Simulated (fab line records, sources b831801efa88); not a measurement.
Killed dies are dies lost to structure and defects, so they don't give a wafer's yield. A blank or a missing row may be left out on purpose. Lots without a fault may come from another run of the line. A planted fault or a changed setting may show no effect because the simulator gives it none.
Which tool did it? | flow gf180mcu | 6 lots, 18 wafers sampled, at 3 steps of a route of 602

WHAT THE GAUGES READ, wafer by wafer
GF_V4_THK_MEAS_01.
lot  | measured     | on            | V4_CVD_00_THK (nm)
L497 | day 24 09:28 | film_metro-02 | 595 599 600
L500 | day 25 06:59 | film_metro-01 | 604 613 604
L503 | day 26 08:34 | film_metro-02 | 596 590 593
L510 | day 28 12:09 | film_metro-02 | 719 717 724
L512 | day 29 12:22 | film_metro-04 | 606 602 604
L517 | day 30 20:25 | film_metro-04 | 597 588 593

WHICH TOOL RAN EACH LOT (tool, then ch and the chambers of the sampled wafers, then the start)
lot  | GF_M4_SPUTTER_00             | GF_V4_CVD_00
L497 | pvd_sputter-04, day 23 09:37 | hdpcvd-01 ch 1,2, day 24 09:23
L500 | pvd_sputter-01, day 24 07:44 | hdpcvd-01 ch 0,1,2, day 25 06:55
L503 | pvd_sputter-04, day 25 10:06 | hdpcvd-01 ch 0,1,2, day 26 08:28
L510 | pvd_sputter-01, day 27 15:10 | hdpcvd-02 ch 0,2, day 28 12:04
L512 | pvd_sputter-01, day 28 16:34 | hdpcvd-01 ch 1,2, day 29 12:17
L517 | pvd_sputter-01, day 30 00:47 | hdpcvd-01 ch 0,1,2, day 30 20:20
- GF_M4_SPUTTER_00: material Ti, target thk 37.5 nm, time 150 s.
- GF_V4_CVD_00: deposits SiO2, target thk 600 nm, time 100 s.

THE ANSWER, worked out from the rows above alone
Rule: what is usual is taken from the lots themselves. Put in order of their means at a reading, lots are off if they are a third of the lots or fewer, leave a main group of 4 or more, and stand apart from it by a gap of 3 or more times the standard deviation of the main group's means; of several such gaps the widest counts. A main group whose means are all the same, to the digits that the tables above print for the reading, isn't used. A lot without any number at a reading at which 4 lots or more have one is off too. The other lots that the step has rows for count as sound.
Off: L510, at GF_V4_THK_MEAS_01 (V4_CVD_00_THK). The main group: mean 599 nm, standard deviation 5.8.
A tool fits if, at a process step before that reading, it ran every lot that is off, and no sound lot after the first of them. The gauges at GF_V4_THK_MEAS_01 are tried like those tools. Can't be told from this: 2 tools fit, hdpcvd-02 at GF_V4_CVD_00, film_metro-02 at GF_V4_THK_MEAS_01.

WHAT THE SIMULATOR HAD PUT IN
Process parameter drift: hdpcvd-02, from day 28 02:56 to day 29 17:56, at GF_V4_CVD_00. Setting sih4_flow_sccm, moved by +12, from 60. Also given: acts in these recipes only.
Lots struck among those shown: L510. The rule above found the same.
